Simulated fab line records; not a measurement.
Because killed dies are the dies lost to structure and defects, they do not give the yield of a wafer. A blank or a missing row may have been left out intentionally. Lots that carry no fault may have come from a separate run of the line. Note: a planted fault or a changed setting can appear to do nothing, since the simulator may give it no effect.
Chamber matching / flow sky130 / SKY_VIA4_CMP_02 on cmp-02: 4 sister chambers
The step polishes SiO2. 4 wafers are shown with their chamber, then 7 later ones without.

WAFERS PAIRED WITH THEIR CHAMBERS
wafer=L700.6; chamber=1; motor current A (A)=10.2
wafer=L705.1; chamber=3; motor current A (A)=13.8
wafer=L707.3; chamber=2; motor current A (A)=10.8
wafer=L707.5; chamber=0; motor current A (A)=13.0

WAFERS MISSING THEIR CHAMBER
wafer=L707.6; motor current A (A)=13.2
wafer=L713.1; motor current A (A)=13.0
wafer=L713.3; motor current A (A)=11.3
wafer=L713.4; motor current A (A)=13.7
wafer=L712.2; motor current A (A)=10.7
wafer=L712.5; motor current A (A)=13.7
wafer=L712.6; motor current A (A)=11.1

CHAMBER TAKEN BY EACH
wafer=L707.6; from the rows above=can't be placed: 0 or 3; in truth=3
wafer=L713.1; from the rows above=0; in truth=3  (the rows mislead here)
wafer=L713.3; from the rows above=2; in truth=2
wafer=L713.4; from the rows above=3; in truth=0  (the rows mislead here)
wafer=L712.2; from the rows above=can't be placed: 2 or 1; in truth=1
wafer=L712.5; from the rows above=3; in truth=3
wafer=L712.6; from the rows above=2; in truth=2
3 of 7 placed correctly. Can't be placed from these rows: 2 (the true chamber is among the candidates in 2). Wrongly placed: 2.
How it was worked out, from the rows above alone: a wafer's distance from a chamber is the root of the sum, over the readings, of the square of ((its reading less the chamber's mean) divided by the reading's scatter). The wafer belongs to the nearest chamber; if the next one is less than 2 further off, it can't be placed. For every chamber, the mean is computed from those of its wafers that are shown. The scatter (one wafer shown for each chamber): square how far every hidden wafer sits from the nearest shown wafer, average those squares and take the square root.
